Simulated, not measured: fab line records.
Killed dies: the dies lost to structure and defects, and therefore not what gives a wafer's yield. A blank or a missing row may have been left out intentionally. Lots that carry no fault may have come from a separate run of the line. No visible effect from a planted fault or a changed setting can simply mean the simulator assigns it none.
The tool behind it: which one? / flow sky130 / 12 lots with 36 wafers sampled at 4 steps, on a route of 708 steps

WHAT EACH GAUGE READ, for each wafer
No reading from a measuring or inspecting step in the record can be judged against a usual standard deviation.

WHICH TOOL RAN EACH LOT (tool, then ch and the chambers of the sampled wafers, then the start)
lot=L670; SKY_LI_CONTACT_SPUTTER_19=pvd-sputter-02, day 29 15:11; SKY_LOCAL_INTERCONNECT_ETCH_13=rie-metal-04 ch 0,1, day 30 20:21; SKY_LOCAL_INTERCONNECT_STRIP_15=plasma-asher-04 ch 1, day 30 20:28; SKY_CONTACT_COAT_08=litho-track-01 ch 0, day 31 10:44
lot=L669; SKY_LI_CONTACT_SPUTTER_19=pvd-sputter-02, day 29 16:37; SKY_LOCAL_INTERCONNECT_ETCH_13=rie-metal-04 ch 0,1, day 30 22:24; SKY_LOCAL_INTERCONNECT_STRIP_15=plasma-asher-01 ch 0,1, day 30 22:31; SKY_CONTACT_COAT_08=litho-track-02 ch 0, day 31 12:52
lot=L671; SKY_LI_CONTACT_SPUTTER_19=pvd-sputter-02, day 30 00:52; SKY_LOCAL_INTERCONNECT_ETCH_13=rie-metal-03 ch 0,1, day 31 05:55; SKY_LOCAL_INTERCONNECT_STRIP_15=plasma-asher-01 ch 0,1, day 31 06:02; SKY_CONTACT_COAT_08=litho-track-01 ch 0, day 31 21:11
lot=L672; SKY_LI_CONTACT_SPUTTER_19=pvd-sputter-03, day 30 02:22; SKY_LOCAL_INTERCONNECT_ETCH_13=rie-metal-04 ch 0,1, day 31 07:10; SKY_LOCAL_INTERCONNECT_STRIP_15=plasma-asher-04 ch 0,1, day 31 07:17; SKY_CONTACT_COAT_08=litho-track-02 ch 0, day 31 22:16
lot=L674; SKY_LI_CONTACT_SPUTTER_19=pvd-sputter-03, day 32 02:58; SKY_LOCAL_INTERCONNECT_ETCH_13=rie-metal-01 ch 0,1, day 33 06:31; SKY_LOCAL_INTERCONNECT_STRIP_15=plasma-asher-04 ch 0,1, day 33 06:38; SKY_CONTACT_COAT_08=litho-track-02 ch 0, day 33 20:49
lot=L676; SKY_LI_CONTACT_SPUTTER_19=pvd-sputter-02, day 32 04:52; SKY_LOCAL_INTERCONNECT_ETCH_13=rie-metal-03 ch 0, day 33 08:52; SKY_LOCAL_INTERCONNECT_STRIP_15=plasma-asher-03 ch 0,1, day 33 08:59; SKY_CONTACT_COAT_08=litho-track-02 ch 0, day 33 23:01
lot=L685; SKY_LI_CONTACT_SPUTTER_19=pvd-sputter-03, day 35 03:43; SKY_LOCAL_INTERCONNECT_ETCH_13=rie-metal-01 ch 0,1, day 36 06:39; SKY_LOCAL_INTERCONNECT_STRIP_15=plasma-asher-03 ch 0,1, day 36 06:46; SKY_CONTACT_COAT_08=litho-track-01 ch 0, day 36 21:08
lot=L684; SKY_LI_CONTACT_SPUTTER_19=pvd-sputter-03, day 35 06:01; SKY_LOCAL_INTERCONNECT_ETCH_13=rie-metal-03 ch 0, day 36 09:38; SKY_LOCAL_INTERCONNECT_STRIP_15=plasma-asher-04 ch 0,1, day 36 09:51; SKY_CONTACT_COAT_08=litho-track-02 ch 0, day 37 00:43
lot=L689; SKY_LI_CONTACT_SPUTTER_19=pvd-sputter-04, day 35 22:26; SKY_LOCAL_INTERCONNECT_ETCH_13=rie-metal-04 ch 0,1, day 37 02:00; SKY_LOCAL_INTERCONNECT_STRIP_15=plasma-asher-03 ch 0,1, day 37 02:07; SKY_CONTACT_COAT_08=litho-track-02 ch 0, day 37 15:53
lot=L688; SKY_LI_CONTACT_SPUTTER_19=pvd-sputter-04, day 36 01:58; SKY_LOCAL_INTERCONNECT_ETCH_13=rie-metal-01 ch 0,1, day 37 06:02; SKY_LOCAL_INTERCONNECT_STRIP_15=plasma-asher-04 ch 0,1, day 37 06:10; SKY_CONTACT_COAT_08=litho-track-02 ch 0, day 37 20:07
lot=L691; SKY_LI_CONTACT_SPUTTER_19=pvd-sputter-03, day 36 06:43; SKY_LOCAL_INTERCONNECT_ETCH_13=rie-metal-04 ch 0,1, day 37 10:33; SKY_LOCAL_INTERCONNECT_STRIP_15=plasma-asher-01 ch 0,1, day 37 10:40; SKY_CONTACT_COAT_08=litho-track-02 ch 0, day 38 00:50
lot=L690; SKY_LI_CONTACT_SPUTTER_19=pvd-sputter-04, day 36 08:37; SKY_LOCAL_INTERCONNECT_ETCH_13=rie-metal-04 ch 1, day 37 12:16; SKY_LOCAL_INTERCONNECT_STRIP_15=plasma-asher-01 ch 0,1, day 37 12:23; SKY_CONTACT_COAT_08=litho-track-02 ch 0, day 38 02:29
- SKY_LI_CONTACT_SPUTTER_19: material Ti, target thk 20 nm, time 106.37 s.
- SKY_LOCAL_INTERCONNECT_ETCH_13: etches BARC in N2/H2, stops on SiO2, time 45.9 s, target depth 60 nm.
- SKY_LOCAL_INTERCONNECT_STRIP_15: strips in O2/N2.
- SKY_CONTACT_COAT_08: resist thk 60 nm.

AS READ BY THE TOOLS THEMSELVES (means over the sampled wafers that have a number; for cases with no such wafer, the mark the record gives instead)
SKY_LI_CONTACT_SPUTTER_19. Usual: chamber-pressure-pa 4.999 Pa, standard deviation 0.01; throttle-valve-pct 30.1 %, standard deviation 0.94.
lot=L670; tool=pvd-sputter-02; chamber-pressure-pa (Pa)=5.004; throttle-valve-pct (%)=30.8; flag=
lot=L669; tool=pvd-sputter-02; chamber-pressure-pa (Pa)=4.998; throttle-valve-pct (%)=30.0; flag=
lot=L671; tool=pvd-sputter-02; chamber-pressure-pa (Pa)=5.006; throttle-valve-pct (%)=30.0; flag=
lot=L672; tool=pvd-sputter-03; chamber-pressure-pa (Pa)=4.993; throttle-valve-pct (%)=29.0; flag=
lot=L674; tool=pvd-sputter-03; chamber-pressure-pa (Pa)=4.990; throttle-valve-pct (%)=28.9; flag=
lot=L676; tool=pvd-sputter-02; chamber-pressure-pa (Pa)=4.995; throttle-valve-pct (%)=30.3; flag=
lot=L685; tool=pvd-sputter-03; chamber-pressure-pa (Pa)=5.003; throttle-valve-pct (%)=29.8; flag=
lot=L684; tool=pvd-sputter-03; chamber-pressure-pa (Pa)=5.004; throttle-valve-pct (%)=29.6; flag=
lot=L689; tool=pvd-sputter-04; chamber-pressure-pa (Pa)=4.994; throttle-valve-pct (%)=30.8; flag=
lot=L688; tool=pvd-sputter-04; chamber-pressure-pa (Pa)=4.990; throttle-valve-pct (%)=30.8; flag=
lot=L691; tool=pvd-sputter-03; chamber-pressure-pa (Pa)=4.996; throttle-valve-pct (%)=29.0; flag=
lot=L690; tool=pvd-sputter-04; chamber-pressure-pa (Pa)=4.992; throttle-valve-pct (%)=31.0; flag=

SKY_LOCAL_INTERCONNECT_ETCH_13. Usual: drypump-motor-current-A 5.7 A, standard deviation 0.38; he-backside-leak-sccm 3.3 sccm, standard deviation 0.33; n2-flow-sccm 100.01 sccm, standard deviation 0.27; oes-product-au 0.855 a.u., standard deviation 0.0045; rf-fwd-power-W 495.4 W, standard deviation 1.8; throttle-valve-pct 13.224 %, standard deviation 0.0094.
lot=L670; tool=rie-metal-04; drypump-motor-current-A (A)=6.0; he-backside-leak-sccm (sccm)=3.1; n2-flow-sccm (sccm)=99.72; oes-product-au (a.u.)=0.857; rf-fwd-power-W (W)=495.8; throttle-valve-pct (%)=13.234; flag=
lot=L669; tool=rie-metal-04; drypump-motor-current-A (A)=6.0; he-backside-leak-sccm (sccm)=3.1; n2-flow-sccm (sccm)=99.90; oes-product-au (a.u.)=0.855; rf-fwd-power-W (W)=495.6; throttle-valve-pct (%)=13.224; flag=
lot=L671; tool=rie-metal-03; drypump-motor-current-A (A)=5.2; he-backside-leak-sccm (sccm)=3.5; n2-flow-sccm (sccm)=99.91; oes-product-au (a.u.)=0.851; rf-fwd-power-W (W)=494.7; throttle-valve-pct (%)=13.223; flag=
lot=L672; tool=rie-metal-04; drypump-motor-current-A (A)=6.0; he-backside-leak-sccm (sccm)=3.2; n2-flow-sccm (sccm)=100.00; oes-product-au (a.u.)=0.850; rf-fwd-power-W (W)=496.0; throttle-valve-pct (%)=13.220; flag=
lot=L674; tool=rie-metal-01; drypump-motor-current-A (A)=5.8; he-backside-leak-sccm (sccm)=3.4; n2-flow-sccm (sccm)=99.95; oes-product-au (a.u.)=0.856; rf-fwd-power-W (W)=494.4; throttle-valve-pct (%)=13.224; flag=
lot=L676; tool=rie-metal-03; drypump-motor-current-A (A)=5.0; he-backside-leak-sccm (sccm)=3.4; n2-flow-sccm (sccm)=99.82; oes-product-au (a.u.)=0.849; rf-fwd-power-W (W)=495.1; throttle-valve-pct (%)=13.232; flag=
lot=L685; tool=rie-metal-01; drypump-motor-current-A (A)=5.8; he-backside-leak-sccm (sccm)=3.4; n2-flow-sccm (sccm)=100.38; oes-product-au (a.u.)=0.853; rf-fwd-power-W (W)=495.6; throttle-valve-pct (%)=13.222; flag=
lot=L684; tool=rie-metal-03; drypump-motor-current-A (A)=5.0; he-backside-leak-sccm (sccm)=3.5; n2-flow-sccm (sccm)=99.99; oes-product-au (a.u.)=0.855; rf-fwd-power-W (W)=494.7; throttle-valve-pct (%)=13.228; flag=
lot=L689; tool=rie-metal-04; drypump-motor-current-A (A)=5.9; he-backside-leak-sccm (sccm)=3.1; n2-flow-sccm (sccm)=100.16; oes-product-au (a.u.)=0.855; rf-fwd-power-W (W)=495.5; throttle-valve-pct (%)=13.226; flag=
lot=L688; tool=rie-metal-01; drypump-motor-current-A (A)=5.6; he-backside-leak-sccm (sccm)=3.2; n2-flow-sccm (sccm)=100.08; oes-product-au (a.u.)=0.852; rf-fwd-power-W (W)=497.1; throttle-valve-pct (%)=13.224; flag=
lot=L691; tool=rie-metal-04; drypump-motor-current-A (A)=5.9; he-backside-leak-sccm (sccm)=3.1; n2-flow-sccm (sccm)=100.10; oes-product-au (a.u.)=0.855; rf-fwd-power-W (W)=495.7; throttle-valve-pct (%)=13.213; flag=
lot=L690; tool=rie-metal-04; drypump-motor-current-A (A)=5.8; he-backside-leak-sccm (sccm)=3.2; n2-flow-sccm (sccm)=100.27; oes-product-au (a.u.)=0.854; rf-fwd-power-W (W)=495.1; throttle-valve-pct (%)=13.224; flag=

SKY_LOCAL_INTERCONNECT_STRIP_15. Usual: drypump-motor-current-A 5.5 A, standard deviation 0.44; n2-flow-sccm 300.2 sccm, standard deviation 0.91; oes-product-au 0.426 a.u., standard deviation 0.0046; strip-time-to-endpoint-s 4.720 s, standard deviation 0.017.
lot=L670; tool=plasma-asher-04; drypump-motor-current-A (A)=5.2; n2-flow-sccm (sccm)=299.6; oes-product-au (a.u.)=0.426; strip-time-to-endpoint-s (s)=4.729; flag=
lot=L669; tool=plasma-asher-01; drypump-motor-current-A (A)=5.2; n2-flow-sccm (sccm)=299.3; oes-product-au (a.u.)=0.427; strip-time-to-endpoint-s (s)=4.697; flag=
lot=L671; tool=plasma-asher-01; drypump-motor-current-A (A)=5.5; n2-flow-sccm (sccm)=301.0; oes-product-au (a.u.)=0.424; strip-time-to-endpoint-s (s)=4.720; flag=
lot=L672; tool=plasma-asher-04; drypump-motor-current-A (A)=5.4; n2-flow-sccm (sccm)=300.4; oes-product-au (a.u.)=0.425; strip-time-to-endpoint-s (s)=4.706; flag=
lot=L674; tool=plasma-asher-04; drypump-motor-current-A (A)=5.6; n2-flow-sccm (sccm)=300.6; oes-product-au (a.u.)=0.423; strip-time-to-endpoint-s (s)=4.732; flag=
lot=L676; tool=plasma-asher-03; drypump-motor-current-A (A)=5.9; n2-flow-sccm (sccm)=300.4; oes-product-au (a.u.)=0.430; strip-time-to-endpoint-s (s)=4.726; flag=
lot=L685; tool=plasma-asher-03; drypump-motor-current-A (A)=5.6; n2-flow-sccm (sccm)=300.0; oes-product-au (a.u.)=0.424; strip-time-to-endpoint-s (s)=4.715; flag=
lot=L684; tool=plasma-asher-04; drypump-motor-current-A (A)=5.4; n2-flow-sccm (sccm)=300.1; oes-product-au (a.u.)=0.424; strip-time-to-endpoint-s (s)=4.724; flag=
lot=L689; tool=plasma-asher-03; drypump-motor-current-A (A)=5.6; n2-flow-sccm (sccm)=300.0; oes-product-au (a.u.)=0.427; strip-time-to-endpoint-s (s)=4.710; flag=
lot=L688; tool=plasma-asher-04; drypump-motor-current-A (A)=5.6; n2-flow-sccm (sccm)=300.5; oes-product-au (a.u.)=0.425; strip-time-to-endpoint-s (s)=4.727; flag=
lot=L691; tool=plasma-asher-01; drypump-motor-current-A (A)=5.2; n2-flow-sccm (sccm)=300.6; oes-product-au (a.u.)=0.431; strip-time-to-endpoint-s (s)=4.736; flag=
lot=L690; tool=plasma-asher-01; drypump-motor-current-A (A)=5.5; n2-flow-sccm (sccm)=300.4; oes-product-au (a.u.)=0.423; strip-time-to-endpoint-s (s)=4.737; flag=

SKY_CONTACT_COAT_08. Usual: spin-speed-rpm 3000.0 rpm, standard deviation 1.7.
lot=L670; tool=litho-track-01; spin-speed-rpm (rpm)=2999.8; flag=
lot=L669; tool=litho-track-02; spin-speed-rpm (rpm)=2999.6; flag=
lot=L671; tool=litho-track-01; spin-speed-rpm (rpm)=2998.6; flag=
lot=L672; tool=litho-track-02; spin-speed-rpm (rpm)=3001.9; flag=
lot=L674; tool=litho-track-02; spin-speed-rpm (rpm)=3050.7; flag=OFF
lot=L676; tool=litho-track-02; spin-speed-rpm (rpm)=3050.9; flag=OFF
lot=L685; tool=litho-track-01; spin-speed-rpm (rpm)=2999.4; flag=
lot=L684; tool=litho-track-02; spin-speed-rpm (rpm)=3001.4; flag=
lot=L689; tool=litho-track-02; spin-speed-rpm (rpm)=3000.7; flag=
lot=L688; tool=litho-track-02; spin-speed-rpm (rpm)=2998.7; flag=
lot=L691; tool=litho-track-02; spin-speed-rpm (rpm)=3001.4; flag=
lot=L690; tool=litho-track-02; spin-speed-rpm (rpm)=2998.8; flag=

THE ANSWER, worked out from the rows above alone
Rule: lot off if the mean of its wafers having a number is beyond 3 standard deviations from the usual mean. Also off: a lot with no number at a reading for which 4 or more lots have one. Where the step has rows for the other lots, those lots are counted as sound. After the gauges, taken in route order, come the tools' own readings; for these a lot's mean is taken, as printed above. At the first step where some lot is off, the reading lying furthest off is the one used; lots without a number count as furthest.
Off, at SKY_CONTACT_COAT_08 on spin-speed-rpm: L674, L676.
A tool fits if, at that step or a process step before it, it ran every lot that is off, and no sound lot after the first of them. None of those tried fits.

WHAT HAD BEEN PUT IN BY THE SIMULATOR
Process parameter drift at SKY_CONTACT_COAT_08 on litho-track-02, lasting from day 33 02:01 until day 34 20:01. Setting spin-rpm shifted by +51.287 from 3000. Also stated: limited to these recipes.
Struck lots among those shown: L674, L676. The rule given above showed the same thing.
